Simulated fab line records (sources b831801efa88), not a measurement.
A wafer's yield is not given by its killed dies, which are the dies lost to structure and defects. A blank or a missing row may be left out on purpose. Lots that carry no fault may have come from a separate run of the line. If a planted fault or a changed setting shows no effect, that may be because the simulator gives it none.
Which tool was responsible? -- flow sky130 -- Sampling: 14 lots, 42 wafers, 5 of 708 route steps

WHAT THE GAUGES READ, wafer by wafer
SKY_FIELD_ISO_BOW_MEAS_00. Usual: for INCOMING_BOW the level is -1 um and the standard deviation is 6.9.
lot,measured,on,INCOMING_BOW (um),flag
L860,day 1 10:01,film_metro-02,-4 -3 5,
L861,day 1 15:04,film_metro-02,3 5 -11,
L862,day 1 20:00,film_metro-04,-9 -10 9,
L864,day 2 06:02,film_metro-04,-2 3 13,
L865,day 2 11:04,film_metro-02,-2 2 -1,
L866,day 2 16:00,film_metro-02,-2 7 -6,
L868,day 3 02:02,film_metro-02,4 -5 4,
L870,day 3 12:00,film_metro-04,6 5 4,
L873,day 4 03:01,film_metro-04,-2 2 -9,
L877,day 4 23:01,film_metro-04,-5 -7 -10,
L878,day 5 04:03,film_metro-04,-7 2 -13,
L879,day 5 09:01,film_metro-03,-6 -4 0,
L881,day 5 19:00,film_metro-04,0 -8 -6,
L882,day 6 00:00,film_metro-04,-11 6 4,

SKY_VT_ADJUST_LVTN_OVL_MEAS_07. Usual: for VT_ADJUST_LVTN_OVL the level is 1.1 nm and the standard deviation is 1.5.
lot,measured,on,VT_ADJUST_LVTN_OVL (nm),flag
L860,day 6 18:31,overlay-01,-0.5 1.7 0.8,
L861,day 7 04:42,overlay-01,1.3 1.5 1.8,
L862,day 7 10:20,overlay-01,1.6 1.1 2.4,
L864,day 7 22:02,overlay-02,1.6 -0.6 2.8,
L865,day 8 04:41,overlay-02,3.5 1.3 4.6,
L866,day 8 11:07,overlay-02,2.6 3.4 1.8,
L868,day 8 22:17,overlay-02,1.0 1.9 2.5,
L870,day 9 14:59,overlay-01,1.5 0.5 -0.4,
L873,day 10 09:05,overlay-02,0.0 1.3 0.3,
L877,day 11 15:19,overlay-01,1.4 1.5 1.0,
L878,day 11 21:40,overlay-02,- - -,OFF
L879,day 12 01:46,overlay-01,- - -,OFF
L881,day 12 17:02,overlay-01,1.2 1.0 1.1,
L882,day 13 20:34,overlay-02,2.4 3.1 1.7,

SKY_VT_ADJUST_LVTN_TW_MEAS_10. Usual: for VT_ADJUST_LVTN_TW the level is 244.8 and the standard deviation is 2.4.
lot,measured,on,VT_ADJUST_LVTN_TW,flag
L860,day 6 18:49,film_metro-03,244.5 244.9 245.6,
L861,day 7 05:00,film_metro-01,245.5 244.9 245.3,
L862,day 7 10:37,film_metro-03,247.4 246.5 247.3,
L864,day 7 22:19,film_metro-01,243.4 244.9 243.6,
L865,day 8 04:59,film_metro-01,245.0 245.6 245.2,
L866,day 8 11:24,film_metro-03,245.3 245.5 245.7,
L868,day 8 22:34,film_metro-03,246.3 245.7 244.7,
L870,day 9 15:16,film_metro-03,245.4 245.7 246.6,
L873,day 10 09:23,film_metro-03,247.5 247.8 247.6,
L877,day 11 15:37,film_metro-03,247.3 247.7 248.8,
L878,day 11 21:58,film_metro-03,30.7 30.7 30.7,OFF
L879,day 12 02:04,film_metro-01,30.4 30.4 30.3,OFF
L881,day 12 17:19,film_metro-03,245.7 246.5 245.9,
L882,day 13 20:51,film_metro-03,244.4 245.5 245.5,

SKY_POLY_GATE_THK_MEAS_21. Usual: for POLY_GATE_OXIDATION_THK the level is 4.01 nm and the standard deviation is 0.082.
lot,measured,on,POLY_GATE_OXIDATION_THK (nm),flag
L860,day 16 01:50,film_metro-02,3.99 4.08 3.99,
L861,day 16 19:57,film_metro-04,4.00 4.01 4.00,
L862,day 16 23:44,film_metro-02,4.03 3.98 3.98,
L864,day 18 02:33,film_metro-04,4.09 3.97 4.05,
L865,day 18 10:43,film_metro-02,4.07 4.09 4.09,
L866,day 19 00:44,film_metro-01,4.02 4.06 4.07,
L868,day 19 09:47,film_metro-01,4.03 3.98 4.03,
L870,day 20 08:49,film_metro-02,4.00 4.00 3.99,
L873,day 21 09:42,film_metro-04,3.94 3.97 3.88,
L877,day 23 00:07,film_metro-04,3.87 3.89 3.91,
L878,day 23 09:19,film_metro-04,3.93 3.96 3.94,
L879,day 23 10:59,film_metro-04,4.11 4.16 3.98,
L881,day 24 03:07,film_metro-01,3.85 3.85 3.94,
L882,day 26 18:31,film_metro-01,4.02 4.05 4.00,

WHAT TOOL EACH LOT RAN ON (gives the tool, then ch and the chambers of the sampled wafers, and finally the start)
lot,SKY_VT_ADJUST_LVTN_DEVELOP_06
L860,"litho_track-02 ch 0, day 6 18:00"
L861,"litho_track-01 ch 0, day 7 04:00"
L862,"litho_track-01 ch 0, day 7 10:00"
L864,"litho_track-02 ch 0, day 7 21:00"
L865,"litho_track-04 ch 0, day 8 04:00"
L866,"litho_track-02 ch 0, day 8 10:00"
L868,"litho_track-02 ch 0, day 8 22:00"
L870,"litho_track-01 ch 0, day 9 14:00"
L873,"litho_track-01 ch 0, day 10 08:00"
L877,"litho_track-04 ch 0, day 11 15:00"
L878,"litho_track-04 ch 0, day 11 21:00"
L879,"litho_track-04 ch 0, day 12 01:00"
L881,"litho_track-01 ch 0, day 12 16:00"
L882,"litho_track-02 ch 0, day 13 20:00"
- SKY_VT_ADJUST_LVTN_DEVELOP_06: develop time 60 s.

AS READ BY THE TOOLS THEMSELVES (means over the sampled wafers that have a number; for cases with no such wafer, the mark the record gives instead)
SKY_VT_ADJUST_LVTN_DEVELOP_06. Usual: chill_plate_temp_C 23.01 C, standard deviation 0.1; resist_line_temp_C 22.99 C, standard deviation 0.11.
lot,tool,chill_plate_temp_C (C),resist_line_temp_C (C),flag
L860,litho_track-02,22.94,22.98,
L861,litho_track-01,23.12,22.93,
L862,litho_track-01,22.92,23.11,
L864,litho_track-02,23.02,22.88,
L865,litho_track-04,22.96,23.05,
L866,litho_track-02,23.04,22.97,
L868,litho_track-02,22.98,22.92,
L870,litho_track-01,23.00,23.12,
L873,litho_track-01,23.14,23.04,
L877,litho_track-04,22.88,23.07,
L878,litho_track-04,22.90,22.96,
L879,litho_track-04,23.01,22.97,
L881,litho_track-01,23.10,22.92,
L882,litho_track-02,23.12,22.98,

THE ANSWER, worked out from the rows above alone
Rule: take the mean of a lot's wafers that have a number; if it is more than 3 standard deviations from the usual mean, the lot is off. Also off: a lot with no number at a reading for which 4 or more lots have one. The other lots that the step has rows for count as sound. First the gauges in route order, then the tools' own readings, where a lot's mean is used as printed above. The first step at which some lot is off is used, and at that step the reading that is off furthest; a lot without a number counts as furthest.
Off: at SKY_VT_ADJUST_LVTN_OVL_MEAS_07 (VT_ADJUST_LVTN_OVL), L878, L879. Without a number there: L878, L879.
If a tool, at a process step before that reading, ran all the lots that are off and no sound lot after the first of them, it fits. The gauges at SKY_VT_ADJUST_LVTN_OVL_MEAS_07 aren't tried: what is off there is off at SKY_VT_ADJUST_LVTN_TW_MEAS_10 too, on other tools, and a gauge's error can't cause that. One candidate fits, namely litho_track-04 at SKY_VT_ADJUST_LVTN_DEVELOP_06. Its last sound lot is L877 (day 11 15:00), its first lot that is off L878 (day 11 21:00): a fault that began between those two fits.

WHAT THE SIMULATOR PUT IN
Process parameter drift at SKY_VT_ADJUST_LVTN_DEVELOP_06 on litho_track-04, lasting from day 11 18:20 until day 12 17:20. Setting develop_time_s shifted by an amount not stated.
Lots struck among those shown: L878, L879. The rule above found the same.
